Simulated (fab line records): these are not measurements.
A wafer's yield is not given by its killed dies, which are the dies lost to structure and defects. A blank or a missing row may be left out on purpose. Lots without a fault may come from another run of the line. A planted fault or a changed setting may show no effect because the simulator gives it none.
Which tool did it? | flow sky130 | 12 lots, 36 wafers sampled, at 5 steps of a route of 708

== WHAT THE GAUGES SHOWED, per wafer ==
SKY_LDD_HVN_TW_MEAS_10.
lot  | measured     | on            | LDD_HVN_TW
L748 | day 20 09:18 | film metro-02 | 1449 1452 1447
L749 | day 20 15:19 | film metro-04 | 1431 1434 1437
L757 | day 23 20:19 | film metro-01 | 1487 1484 1482
L758 | day 24 16:53 | film metro-02 | 1456 1462 1464
L764 | day 26 02:20 | film metro-01 | 1472 1474 1466
L765 | day 26 12:30 | film metro-01 | 1474 1466 1468
L766 | day 26 21:03 | film metro-02 | 1452 1449 1450
L767 | day 27 03:24 | film metro-04 | 1436 1435 1429
L768 | day 27 06:55 | film metro-01 | 1488 1487 1478
L769 | day 27 15:41 | film metro-02 | 1450 1455 1458
L770 | day 28 15:28 | film metro-02 | 1464 1453 1457
L771 | day 28 18:16 | film metro-04 | 1440 1434 1440

SKY_LDD_HVP_TW_MEAS_10.
lot  | measured     | on            | LDD_HVP_TW
L748 | day 21 16:16 | film metro-03 | 455 459 454
L749 | day 21 21:19 | film metro-04 | 459 458 456
L757 | day 25 02:13 | film metro-03 | 469 469 470
L758 | day 25 22:17 | film metro-03 | 470 470 471
L764 | day 27 07:50 | film metro-04 | 453 455 455
L765 | day 27 17:50 | film metro-02 | 464 464 463
L766 | day 28 02:11 | film metro-04 | 459 458 455
L767 | day 28 08:06 | film metro-02 | 464 462 463
L768 | day 28 11:30 | film metro-03 | 456 455 458
L769 | day 28 19:56 | film metro-04 | 457 457 457
L770 | day 29 19:56 | film metro-04 | 458 458 458
L771 | day 29 22:21 | film metro-04 | 460 459 459

== TOOL THAT RAN EACH LOT (tool first, then ch and the chambers of the sampled wafers, then the start) ==
lot  | SKY_GATE_OXIDE_STRIP_13              | SKY_LDD_HVP_IMPLANT_08          | SKY_LDD_HVP_STRIP_09
L748 | plasma asher-01 ch 0,1, day 13 15:22 | implanter-01 ch 0, day 21 16:03 | plasma asher-01 ch 0,1, day 21 16:11
L749 | plasma asher-03 ch 0,1, day 13 22:50 | implanter-01 ch 0, day 21 21:04 | plasma asher-02 ch 0,1, day 21 21:12
L757 | plasma asher-01 ch 0,1, day 17 03:28 | implanter-01 ch 0, day 25 02:00 | plasma asher-04 ch 0,1, day 25 02:08
L758 | plasma asher-04 ch 0,1, day 17 21:02 | implanter-01 ch 0, day 25 22:03 | plasma asher-04 ch 0,1, day 25 22:11
L764 | plasma asher-04 ch 0,1, day 19 13:29 | implanter-02 ch 0, day 27 07:35 | plasma asher-04 ch 0,1, day 27 07:44
L765 | plasma asher-03 ch 0,1, day 19 19:17 | implanter-04 ch 0, day 27 17:35 | plasma asher-02 ch 0,1, day 27 17:44
L766 | plasma asher-04 ch 0,1, day 20 04:14 | implanter-04 ch 0, day 28 01:56 | plasma asher-01 ch 0,1, day 28 02:05
L767 | plasma asher-04 ch 0,1, day 20 11:56 | implanter-02 ch 0, day 28 07:53 | plasma asher-01 ch 0,1, day 28 08:01
L768 | plasma asher-04 ch 0,1, day 20 19:31 | implanter-02 ch 0, day 28 11:17 | plasma asher-04 ch 0,1, day 28 11:25
L769 | plasma asher-03 ch 0,1, day 21 01:50 | implanter-01 ch 0, day 28 19:41 | plasma asher-04 ch 0,1, day 28 19:50
L770 | plasma asher-03 ch 0,1, day 22 03:45 | implanter-02 ch 0, day 29 19:42 | plasma asher-04 ch 0,1, day 29 19:50
L771 | plasma asher-01 ch 0,1, day 22 04:51 | implanter-01 ch 0, day 29 22:06 | plasma asher-04 ch 0,1, day 29 22:15
- SKY_GATE_OXIDE_STRIP_13: strips in O2/N2.
- SKY_LDD_HVP_IMPLANT_08
- SKY_LDD_HVP_STRIP_09: strips in O2/N2.

== WHAT THE TOOLS THEMSELVES READ (means of the sampled wafers that have a number; where no wafer has one, the mark that the record gives instead) ==
SKY_GATE_OXIDE_STRIP_13.
lot  | tool            | drypump motor current A (A) | oes product au (a.u.) | strip time to endpoint s (s)
L748 | plasma asher-01 | 6.1                         | 0.715                 | 14.16
L749 | plasma asher-03 | 5.2                         | 0.717                 | 14.13
L757 | plasma asher-01 | 6.1                         | 0.716                 | 14.15
L758 | plasma asher-04 | 5.7                         | 0.712                 | 14.20
L764 | plasma asher-04 | 5.7                         | 0.715                 | 14.15
L765 | plasma asher-03 | 5.3                         | 0.712                 | 14.18
L766 | plasma asher-04 | 5.4                         | 0.710                 | 14.14
L767 | plasma asher-04 | 5.4                         | 0.713                 | 14.15
L768 | plasma asher-04 | 5.7                         | 0.715                 | 14.18
L769 | plasma asher-03 | 5.3                         | 0.716                 | 14.13
L770 | plasma asher-03 | 5.2                         | 0.713                 | 14.16
L771 | plasma asher-01 | 6.1                         | 0.717                 | 14.13

SKY_LDD_HVP_IMPLANT_08.
lot  | tool         | beam energy keV
L748 | implanter-01 | 20.004
L749 | implanter-01 | 19.999
L757 | implanter-01 | 23.106
L758 | implanter-01 | 23.121
L764 | implanter-02 | 20.001
L765 | implanter-04 | 19.999
L766 | implanter-04 | 19.993
L767 | implanter-02 | 20.003
L768 | implanter-02 | 20.003
L769 | implanter-01 | 20.003
L770 | implanter-02 | 20.008
L771 | implanter-01 | 20.002

SKY_LDD_HVP_STRIP_09.
lot  | tool            | drypump motor current A (A) | oes product au (a.u.) | strip time to endpoint s (s)
L748 | plasma asher-01 | 6.4                         | 0.411                 | 4.140
L749 | plasma asher-02 | 5.9                         | 0.410                 | 4.133
L757 | plasma asher-04 | 5.4                         | 0.411                 | 4.133
L758 | plasma asher-04 | 5.7                         | 0.408                 | 4.127
L764 | plasma asher-04 | 5.7                         | 0.410                 | 4.114
L765 | plasma asher-02 | 5.9                         | 0.411                 | 4.126
L766 | plasma asher-01 | 6.1                         | 0.405                 | 4.139
L767 | plasma asher-01 | 6.4                         | 0.404                 | 4.125
L768 | plasma asher-04 | 5.7                         | 0.406                 | 4.138
L769 | plasma asher-04 | 5.4                         | 0.407                 | 4.118
L770 | plasma asher-04 | 5.5                         | 0.409                 | 4.145
L771 | plasma asher-04 | 5.4                         | 0.411                 | 4.139

== THE ANSWER, worked out from the rows above alone ==
Rule: the usual values come from the lots themselves. The widest of any qualifying gaps counts: lots, ordered by their means at a reading, are off when they make up no more than a third of the lots, leave a main group of 4 or more, and stand apart from it by 3 or more times the standard deviation of that group's means. A main group is skipped when, at the precision printed for the reading in the tables above, its means are all equal. Also off: a lot with no number at a reading for which 4 or more lots have one. The other lots that the step has rows for count as sound. First the gauges in route order, then the tools' own readings, where a lot's mean is used as printed above. At the first step where some lot is off, the reading lying furthest off is the one used; lots without a number count as furthest.
Off, at SKY_LDD_HVP_IMPLANT_08 on beam energy keV: L757, L758. Mean 20.002 and standard deviation 0.0037 in the main group.
If a tool, at that step or one of the process steps before it, ran each lot that is off and ran no sound lot following the first of them, it fits. Not one of the candidates tried fits.

== WHAT WAS PUT IN BY THE SIMULATOR ==
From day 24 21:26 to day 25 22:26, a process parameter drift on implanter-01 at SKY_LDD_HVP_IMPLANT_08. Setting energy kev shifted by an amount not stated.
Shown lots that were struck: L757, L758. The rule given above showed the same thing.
